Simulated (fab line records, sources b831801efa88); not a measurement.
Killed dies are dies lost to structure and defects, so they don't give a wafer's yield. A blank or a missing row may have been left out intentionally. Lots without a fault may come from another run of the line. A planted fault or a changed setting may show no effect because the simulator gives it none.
fab line records	flow sky130
record lots=11	wafers=33	lastDay=50
route steps=708 shown VT_ADJUST_NCORE@129 VT_ADJUST_HVTR@142 SONOS_TUNNEL@161 SONOS_ONO@170 PAD_OPEN@708
lots that met no fault: from a run of the same line without faults
startH: hours from the record's opening day to when the first of the lot's shown wafers began	waitH: hours from the lot's prior step to this one	" identical to the entry in the row above	L1.1+2: one row covering several wafers at once	- no value, or no start given	* or withheld: withheld	< > ~ a bound
route shown NAME@n: NAME is a module with steps in the file, n the number in the route of the first one	usual: mean/standard deviation of fault-free wafers	same: alike in all rows	chamber/n: place in a boat	sites: per-site readings	_std_site: the standard deviation of these	_edge_site: the outer-site mean with the inner-site mean subtracted	radiusMm: for every site, how far away it sits from the centre of the wafer	mask NAME#n: copy n	behind: the most recent tool/chamber to have shaped the wafer	hold: the reason the lot was held/the length of the hold in hours/how it ended	device: the transistor (n, p or np) that didn't switch	end of line: at the end of the route, the tests of the same wafers	a step with no rows: only its recipe	killed: dies that structure and defects cost at the first sort, which is not the same as the wafer's yield	map: the dies of a wafer, with x for killed, . for not killed, _ for no die there
set.NAME: setting as actually run; set.NAME@STEP: the setting as run at that earlier step	model.NAME: the simulator's own value behind a step, which no gauge read
one table for each step of the route and one row for each wafer, over a sample of lots
services: the hour from which a tool's chamber was out of use, counted from the record's first day as startH (under 0 if before that day), plus the number of hours and why
## steps
# step SKY_VT_ADJUST_NCORE_STRIP_10
# recipe chemistry=O2/N2	powerW=1400	pressureMtorr=1500	platenTempC=withheld	o2FlowSccm=2927	n2FlowSccm=300	overashFraction=0.5
# usual drypumpMotorCurrentA=5.6/0.35	o2FlowSccm=2927/9.3	oesProductAu=0.715/0.0044	stripTimeToEndpointS=14.20/0.036
# same overashFraction=0.5
lot.wafer	tool	chamber	startH	waitH	drypumpMotorCurrentA	o2FlowSccm	oesProductAu	rfHoursCounterH	stripTimeToEndpointS
L224.1	plasmaAsher-03	1	190.64	0.1	6.0	2930	0.712	7	14.21
L224.2	"	0	"	"	5.6	2941	0.714	7	14.24
L224.6	"	0	"	"	5.7	2923	0.708	-	14.21
L226.1	plasmaAsher-03	1	205.52	0.1	6.1	2931	0.715	8	14.21
L226.2	"	0	"	"	5.7	2925	0.711	8	14.13
L226.6	"	0	"	"	5.7	2911	0.709	-	14.16
L227.4	plasmaAsher-02	0	215.18	0.1	5.1	2930	0.719	-	14.23
L227.5	"	0	"	"	5.2	2933	0.718	-	14.20
L227.6	"	1	"	"	5.9	2913	0.714	-	14.22
L228.1	plasmaAsher-01	0	218.42	0.1	5.6	2923	0.718	51	14.23
L228.3	"	0	"	"	5.6	2916	0.716	-	14.18
L228.6	"	1	"	"	5.2	2912	0.714	-	14.20
L232.1	plasmaAsher-02	1	250.97	0.1	5.9	2928	0.712	56	14.16
L232.2	"	0	"	"	5.1	2930	0.715	56	14.17
L232.5	"	1	"	"	5.9	2939	0.716	-	14.17
L233.1	plasmaAsher-03	1	256.64	0.1	6.1	2909	0.719	14	14.20
L233.4	"	0	"	"	5.7	2917	0.716	-	14.27
L233.6	"	1	"	"	6.1	2917	0.713	-	14.24
L234.1	plasmaAsher-02	1	265.64	0.1	5.9	2922	0.717	57	14.26
L234.2	"	0	"	"	5.1	2913	0.717	57	14.25
L234.3	"	0	"	"	5.1	2939	0.703	-	14.22
L242.4	plasmaAsher-02	1	322.31	0.1	5.9	2929	0.719	-	14.20
L242.5	"	1	"	"	5.9	2946	0.704	-	14.19
L242.6	"	0	"	"	5.1	2926	0.710	-	14.19
L243.3	plasmaAsher-01	1	327.61	0.1	5.2	2949	0.710	-	14.21
L243.4	"	0	"	"	5.6	2933	0.720	-	14.18
L243.6	"	1	"	"	5.2	2936	0.718	-	14.19
L244.2	plasmaAsher-02	1	336.47	0.1	5.9	2933	0.714	64	14.22
L244.3	"	1	"	"	5.9	2932	0.710	-	14.24
L244.6	"	1	"	"	5.9	2924	0.713	-	14.26
L246.1	plasmaAsher-01	1	346.24	0.1	5.2	2916	0.713	62	14.19
L246.2	"	0	"	"	5.6	2918	0.716	62	14.20
L246.6	"	1	"	"	5.2	2933	0.714	-	14.23
# step SKY_VT_ADJUST_HVTR_TW_MEAS_11
# usual VT_ADJUST_HVTR_TW=210.0/1.6
lot.wafer	tool	chamber	startH	waitH	VT_ADJUST_HVTR_TW
L224.1	filmMetro-01	-	212.83	0.1	210.6
L224.2	"	-	"	"	210.5
L224.6	"	-	"	"	210.4
L226.1	filmMetro-01	-	228.28	0.1	210.1
L226.2	"	-	"	"	209.5
L226.6	"	-	"	"	209.0
L227.4	filmMetro-03	-	238.11	0.1	208.1
L227.5	"	-	"	"	208.2
L227.6	"	-	"	"	208.7
L228.1	filmMetro-01	-	241.32	0.1	212.0
L228.3	"	-	"	"	211.5
L228.6	"	-	"	"	212.0
L232.1	filmMetro-03	-	276.18	0.1	208.0
L232.2	"	-	"	"	209.7
L232.5	"	-	"	"	209.5
L233.1	filmMetro-03	-	281.72	0.1	209.2
L233.4	"	-	"	"	209.4
L233.6	"	-	"	"	208.0
L234.1	filmMetro-01	-	290.87	0.1	210.2
L234.2	"	-	"	"	213.1
L234.3	"	-	"	"	211.3
L242.4	filmMetro-03	-	349.65	0.1	208.7
L242.5	"	-	"	"	208.6
L242.6	"	-	"	"	208.1
L243.3	filmMetro-01	-	355.30	0.1	209.6
L243.4	"	-	"	"	209.8
L243.6	"	-	"	"	209.8
L244.2	filmMetro-01	-	363.70	0.1	210.1
L244.3	"	-	"	"	211.3
L244.6	"	-	"	"	209.8
L246.1	filmMetro-02	-	373.98	0.1	210.8
L246.2	"	-	"	"	211.2
L246.6	"	-	"	"	211.9
# step SKY_SONOS_TUNNEL_CD_MEAS_07
# recipe targetCdNm=410
# usual cdNm=409.9/2.3
lot.wafer	tool	chamber	startH	waitH	cdNm
L224.1	cdSem-02	-	259.18	0.1	411.6
L224.2	"	-	"	"	411.6
L224.6	"	-	"	"	410.7
L226.1	cdSem-01	-	276.43	0.1	404.5
L226.2	"	-	"	"	404.8
L226.6	"	-	"	"	407.1
L227.4	cdSem-02	-	287.24	0.1	412.2
L227.5	"	-	"	"	411.8
L227.6	"	-	"	"	410.5
L228.1	cdSem-02	-	290.63	0.1	410.0
L228.3	"	-	"	"	410.1
L228.6	"	-	"	"	409.6
L232.1	cdSem-01	-	327.28	0.1	411.1
L232.2	"	-	"	"	407.9
L232.5	"	-	"	"	409.9
L233.1	cdSem-01	-	333.99	0.1	412.7
L233.4	"	-	"	"	412.6
L233.6	"	-	"	"	412.5
L234.1	cdSem-02	-	343.04	0.1	409.8
L234.2	"	-	"	"	409.9
L234.3	"	-	"	"	408.1
L242.4	cdSem-02	-	405.75	0.1	409.6
L242.5	"	-	"	"	409.1
L242.6	"	-	"	"	408.9
L243.3	cdSem-01	-	412.07	0.1	407.5
L243.4	"	-	"	"	408.7
L243.6	"	-	"	"	408.6
L244.2	cdSem-01	-	422.15	0.1	408.1
L244.3	"	-	"	"	406.6
L244.6	"	-	"	"	407.2
L246.1	cdSem-01	-	433.29	0.1	410.6
L246.2	"	-	"	"	411.1
L246.6	"	-	"	"	410.7
# step SKY_SONOS_ONO_CVD_02
# recipe material=Si3N4	precursor=DCS/NH3	targetThkNm=10.5	tempC=770	timeS=180	pressureMtorr=250
# usual spikeTcBottomC=790.3/1.6	spikeTcCentreC=769.8/1.2	spikeTcLowerC=770.4/1.6	spikeTcTopC=785.5/2.4	spikeTcUpperC=769.4/1.4	susceptorTempC=769.9/0.35	zonePowerLowerPct=14.0/0.34	zonePowerTopPct=24.8/2.6	zonePowerUpperPct=12.2/1.7
lot.wafer	tool	chamber	startH	waitH	spikeTcBottomC	spikeTcCentreC	spikeTcLowerC	spikeTcTopC	spikeTcUpperC	susceptorTempC	zonePowerLowerPct	zonePowerTopPct	zonePowerUpperPct
L224.1	lpcvd-02	1	262.24	1.0	789.8	769.1	772.1	783.5	769.5	770.0	14.3	22.4	11.0
L224.2	"	1	"	"	790.7	768.1	770.6	784.3	769.9	769.8	14.3	22.2	10.6
L224.6	"	1	"	"	790.7	770.3	772.4	781.7	769.0	769.8	14.3	22.3	10.8
L226.1	lpcvd-02	0	278.87	0.2	790.9	770.0	771.0	789.1	770.0	770.0	13.7	27.7	13.8
L226.2	"	0	"	"	791.5	769.6	769.1	788.9	769.8	770.4	13.3	27.8	13.9
L226.6	"	0	"	"	792.2	770.5	769.7	789.2	769.8	770.2	13.6	28.3	14.0
L227.4	lpcvd-02	1	291.97	2.2	788.9	767.8	770.3	783.8	768.6	769.7	14.0	22.5	10.7
L227.5	"	1	"	"	789.4	769.8	773.4	783.9	769.9	769.2	14.2	22.4	10.7
L227.6	"	1	"	"	787.8	771.0	770.3	783.5	768.2	769.9	14.2	22.0	10.6
L228.1	lpcvd-02	0	294.81	1.1	791.4	771.5	769.8	788.5	770.2	770.2	13.4	27.8	14.2
L228.3	"	0	"	"	790.6	771.7	769.8	789.5	769.6	769.8	13.5	27.6	14.1
L228.6	"	0	"	"	792.4	771.2	768.9	788.8	771.0	770.2	13.5	27.5	14.2
L232.1	lpcvd-02	1	329.35	0.1	790.3	768.2	770.5	781.3	767.7	769.9	14.4	22.7	10.8
L232.2	"	1	"	"	787.8	769.8	773.0	783.6	769.2	770.1	14.6	22.7	10.8
L232.5	"	1	"	"	788.4	769.9	771.0	782.6	768.5	769.9	14.2	22.3	10.7
L233.1	lpcvd-02	0	336.08	0.1	824.1	802.5	800.0	819.9	803.8	802.0	14.7	29.2	15.2
L233.4	"	0	"	"	825.1	802.4	801.4	821.2	804.1	802.6	14.6	29.2	15.0
L233.6	"	0	"	"	823.7	804.7	802.9	819.1	803.3	801.9	14.8	29.4	15.1
L234.1	lpcvd-02	1	345.09	0.1	821.7	801.6	805.8	815.5	799.2	802.2	15.5	24.0	11.6
L234.2	"	1	"	"	823.0	801.6	805.9	814.8	800.2	802.3	15.5	23.7	11.5
L234.3	"	1	"	"	819.5	803.2	804.3	813.9	799.9	802.4	15.6	24.0	11.8
L242.4	lpcvd-02	0	409.64	0.0	790.9	772.0	768.8	789.0	771.3	769.7	13.8	27.6	14.3
L242.5	"	0	"	"	792.2	771.4	767.5	786.0	771.6	769.8	13.7	27.3	13.9
L242.6	"	0	"	"	791.8	771.7	769.7	787.8	770.8	769.8	13.7	27.2	14.2
L243.3	lpcvd-02	1	415.13	1.1	790.4	769.1	769.6	784.8	769.1	770.2	14.0	22.1	10.8
L243.4	"	1	"	"	787.7	768.1	771.4	783.8	767.8	770.0	14.3	22.4	10.7
L243.6	"	1	"	"	789.1	768.2	772.2	782.9	768.5	770.8	14.6	22.3	10.6
L244.2	lpcvd-02	1	424.19	0.0	788.9	767.0	770.4	783.7	769.4	770.3	14.4	22.7	10.7
L244.3	"	1	"	"	787.6	769.5	772.5	780.9	770.3	770.3	14.1	22.0	10.6
L244.6	"	1	"	"	788.0	767.3	770.3	783.0	768.2	770.5	14.0	22.5	10.6
L246.1	lpcvd-02	1	436.19	0.8	788.6	768.2	771.1	784.2	766.2	770.0	14.3	22.4	10.7
L246.2	"	1	"	"	789.3	768.4	770.6	784.0	767.3	769.9	14.4	22.2	10.6
L246.6	"	1	"	"	787.6	768.4	771.3	784.6	768.2	769.4	14.4	22.6	10.7
# step SKY_SONOS_ONO_THK_MEAS_03
# recipe reads=Si3N4_of_SONOS_ONO_CVD_02
# usual SONOS_ONO_CVD_02_THK=10.57/0.16
lot.wafer	tool	chamber	startH	waitH	hold	SONOS_ONO_CVD_02_THK[nm]
L224.1	filmMetro-04	-	263.29	0.0	-	10.80
L224.2	"	-	"	"	-	10.83
L224.6	"	-	"	"	-	10.77
L226.1	filmMetro-04	-	279.92	0.0	-	10.44
L226.2	"	-	"	"	-	10.40
L226.6	"	-	"	"	-	10.60
L227.4	filmMetro-04	-	293.05	0.0	-	10.44
L227.5	"	-	"	"	-	10.50
L227.6	"	-	"	"	-	10.49
L228.1	filmMetro-01	-	295.86	0.0	-	10.44
L228.3	"	-	"	"	-	10.51
L228.6	"	-	"	"	-	10.41
L232.1	filmMetro-02	-	330.40	0.0	-	10.59
L232.2	"	-	"	"	-	10.61
L232.5	"	-	"	"	-	10.68
L233.1	filmMetro-01	-	337.66	0.0	awaitDispo/0.2h/release	18.31
L233.4	"	-	"	"	awaitDispo/0.2h/release	18.32
L233.6	"	-	"	"	awaitDispo/0.2h/release	18.40
L233.1	filmMetro-01	-	337.89	0.2	-	18.30
L233.4	"	-	"	"	-	18.28
L233.6	"	-	"	"	-	18.36
L234.1	filmMetro-02	-	346.14	0.0	awaitDispo/0.2h/release	18.42
L234.2	"	-	"	"	awaitDispo/0.2h/release	18.36
L234.3	"	-	"	"	awaitDispo/0.2h/release	18.40
L234.1	filmMetro-02	-	346.36	0.2	-	18.41
L234.2	"	-	"	"	-	18.33
L234.3	"	-	"	"	-	18.37
L242.4	filmMetro-04	-	410.72	0.0	-	10.48
L242.5	"	-	"	"	-	10.44
L242.6	"	-	"	"	-	10.55
L243.3	filmMetro-01	-	416.20	0.0	-	10.40
L243.4	"	-	"	"	-	10.61
L243.6	"	-	"	"	-	10.48
L244.2	filmMetro-04	-	425.25	0.0	-	10.03
L244.3	"	-	"	"	-	10.11
L244.6	"	-	"	"	-	10.03
L246.1	filmMetro-04	-	437.24	0.0	-	10.54
L246.2	"	-	"	"	-	10.59
L246.6	"	-	"	"	-	10.64
# step SKY_PAD_OPEN_PROBE_99
# usual defectLimitedYield=82.3/2.1	killed_at_M0_to_M3=44/7.3	killed_at_M4_up=3.3/1.8	killedAtContacts=24/5.3	killedAtFrontEnd=16/5	killedAtOther=0.2/0.51	killedDies=87/10	killedOpen=47/7.5	killedShort=40/6.3	sort_bin_3_pad_short=0.9/0.41	sort_bin_5_function=10.5/1.6	sort_bin_6_memory=6.3/1.2	sortNPass=405/10	sortYieldPct=82.3/2.1
# same grossDies=492	killedAtBackSide=0	sort_bin_4_leakage[%]=0	sort_bin_8_speed[%]=0
lot.wafer	tool	chamber	startH	waitH	defectLimitedYield[%]	killed_at_M0_to_M3	killed_at_M4_up	killedAtContacts	killedAtFrontEnd	killedAtOther	killedDies	killedOpen	killedShort	sort_bin_3_pad_short[%]	sort_bin_5_function[%]	sort_bin_6_memory[%]	sortNPass	sortYieldPct[%]
L226.1	prober-01	-	1099.25	0.1	82.3	44	2	21	20	0	87	54	33	0.8	11.2	5.7	405	82.3
L226.2	prober-01	-	1099.30	0.1	81.7	51	3	22	14	0	90	53	37	0.6	12.4	5.3	402	81.7
L226.6	prober-01	-	1099.50	0.2	81.7	55	4	16	15	0	90	42	48	1.0	11.6	5.7	402	81.7
L228.1	prober-01	-	1119.35	0.1	83.9	40	2	23	14	0	79	47	32	0.6	9.6	5.9	413	83.9
L232.1	prober-01	-	1142.81	0.1	81.5	46	5	22	18	0	91	44	47	0.8	11.0	6.7	401	81.5
L232.2	prober-01	-	1142.86	0.1	79.9	56	4	23	16	0	99	52	47	0.8	12.6	6.7	393	79.9
L232.5	prober-01	-	1143.01	0.2	85.4	34	2	22	14	0	72	37	35	0.4	8.9	5.3	420	85.4
L246.1	prober-01	-	1202.75	0.1	83.5	50	6	18	7	0	81	51	30	0.8	11.0	4.7	411	83.5
L246.2	prober-01	-	1202.80	0.1	83.9	43	3	25	8	0	79	41	38	0.6	8.5	6.9	413	83.9
L246.6	prober-01	-	1203.00	0.2	82.3	42	3	30	12	0	87	44	43	0.8	10.6	6.3	405	82.3
# killed by level:class
L226.1 VIA1:geometricParticle:open=16 CONTACT:geometricParticle:open=9 METAL2:geometricParticle:short=7 VIA2:geometricParticle:open=7 FIELD_ISO:geometricParticle:short=5 VIA3:geometricParticle:open=5 FIELD_ISO:geometricParticle:open=4 POLY_GATE:geometricParticle:open=4
L226.2 VIA1:geometricParticle:open=12 VIA2:geometricParticle:open=10 CONTACT:geometricParticle:open=10 VIA3:geometricParticle:open=8 VIA1:geometricParticle:short=7 LI_CONTACT:geometricParticle:short=5 METAL2:geometricParticle:short=4 VIA2:geometricParticle:short=4
L226.6 VIA1:geometricParticle:open=13 VIA2:geometricParticle:open=10 METAL1:geometricParticle:short=9 FIELD_ISO:geometricParticle:short=6 METAL2:geometricParticle:short=5 POLY_GATE:geometricParticle:open=4 LOCAL_INTERCONNECT:geometricParticle:short=4 CONTACT:geometricParticle:open=4
L228.1 VIA1:geometricParticle:open=11 CONTACT:geometricParticle:open=10 LI_CONTACT:geometricParticle:open=6 VIA3:geometricParticle:open=6 VIA2:geometricParticle:open=5 FIELD_ISO:geometricParticle:short=4 POLY_GATE:geometricParticle:short=4 LI_CONTACT:geometricParticle:short=4
L232.1 METAL2:geometricParticle:short=12 VIA1:geometricParticle:open=7 FIELD_ISO:geometricParticle:open=6 LI_CONTACT:geometricParticle:open=6 METAL1:geometricParticle:short=6 CONTACT:geometricParticle:short=6 CONTACT:geometricParticle:open=6 VIA1:geometricParticle:short=6
L232.2 CONTACT:geometricParticle:open=10 VIA1:geometricParticle:open=9 VIA2:geometricParticle:open=9 METAL2:geometricParticle:short=8 METAL1:geometricParticle:short=7 FIELD_ISO:geometricParticle:open=6 FIELD_ISO:geometricParticle:short=6 VIA1:geometricParticle:short=6
L232.5 CONTACT:geometricParticle:open=10 VIA1:geometricParticle:open=7 VIA2:geometricParticle:open=6 CONTACT:geometricParticle:short=5 METAL2:geometricParticle:short=5 SPACER:geometricParticle:short=4 POLY_GATE:geometricParticle:short=3 LI_CONTACT:geometricParticle:short=3
L246.1 VIA3:geometricParticle:open=14 VIA1:geometricParticle:open=10 CONTACT:geometricParticle:open=9 METAL1:geometricParticle:short=7 LI_CONTACT:geometricParticle:open=5 VIA2:geometricParticle:open=5 METAL4:geometricParticle:short=4 VIA3:geometricParticle:short=4
L246.2 VIA1:geometricParticle:open=11 METAL1:geometricParticle:short=8 VIA2:geometricParticle:open=8 LOCAL_INTERCONNECT:geometricParticle:short=8 LI_CONTACT:geometricParticle:open=7 CONTACT:geometricParticle:open=6 VIA3:geometricParticle:open=5 POLY_GATE:geometricParticle:short=4
L246.6 VIA1:geometricParticle:open=9 LI_CONTACT:geometricParticle:open=8 METAL1:geometricParticle:short=8 CONTACT:geometricParticle:open=6 METAL2:geometricParticle:short=6 LOCAL_INTERCONNECT:geometricParticle:short=5 VIA2:geometricParticle:open=5 LI_CONTACT:geometricParticle:short=4
## services
tool	chamber	startH	hours	kind
lpcvd-02	-	169.62	17.2	pm
plasmaAsher-02	-	197.02	3.7	repair
lpcvd-02	-	214.33	2.8	pm
plasmaAsher-02	-	219.82	1.9	repair
plasmaAsher-01	-	252.02	6.7	repair
plasmaAsher-01	-	262.16	1.1	repair
plasmaAsher-03	-	389.07	4.5	repair
plasmaAsher-01	-	421.25	9.0	pm
plasmaAsher-01	0	421.25	9.0	ventCycle
plasmaAsher-01	1	421.25	9.0	ventCycle
plasmaAsher-01	0	430.25	-	clean
plasmaAsher-01	1	430.25	-	clean
## key
firstSign step=SKY_SONOS_ONO_CVD_02	reading=susceptorTempC	direction=up	sigmas=93	usual=*	struck=*
effect step=SKY_SONOS_ONO_CVD_02	reading=spikeTcCentreC	direction=up	sigmas=28	usual=769.8	struck=802.7
effect step=SKY_SONOS_ONO_THK_MEAS_03	reading=visit	direction=added
effect step=SKY_SONOS_ONO_THK_MEAS_03	reading=SONOS_ONO_CVD_02_THK	direction=up	sigmas=50	usual=10.57	struck=18.37
metAt SKY_SONOS_ONO_CVD_02
struckLots L233,L234
scrappedBehind SKY_SONOS_ONO_THK_MEAS_03 L233.1,L233.4,L233.6,L234.1,L234.2,L234.3
notActingAt SKY_VT_ADJUST_NCORE_STRIP_10,SKY_VT_ADJUST_HVTR_TW_MEAS_11,SKY_SONOS_TUNNEL_CD_MEAS_07
onsetBetween 329.35 336.08
fault kind=processParameterDrift	tool=lpcvd-02	chamber=-	onsetH=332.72	steps=SKY_SONOS_ONO_CVD_02	channel=tempC	offset=*	shape=step	endH=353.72	actsIn=*	stated=*
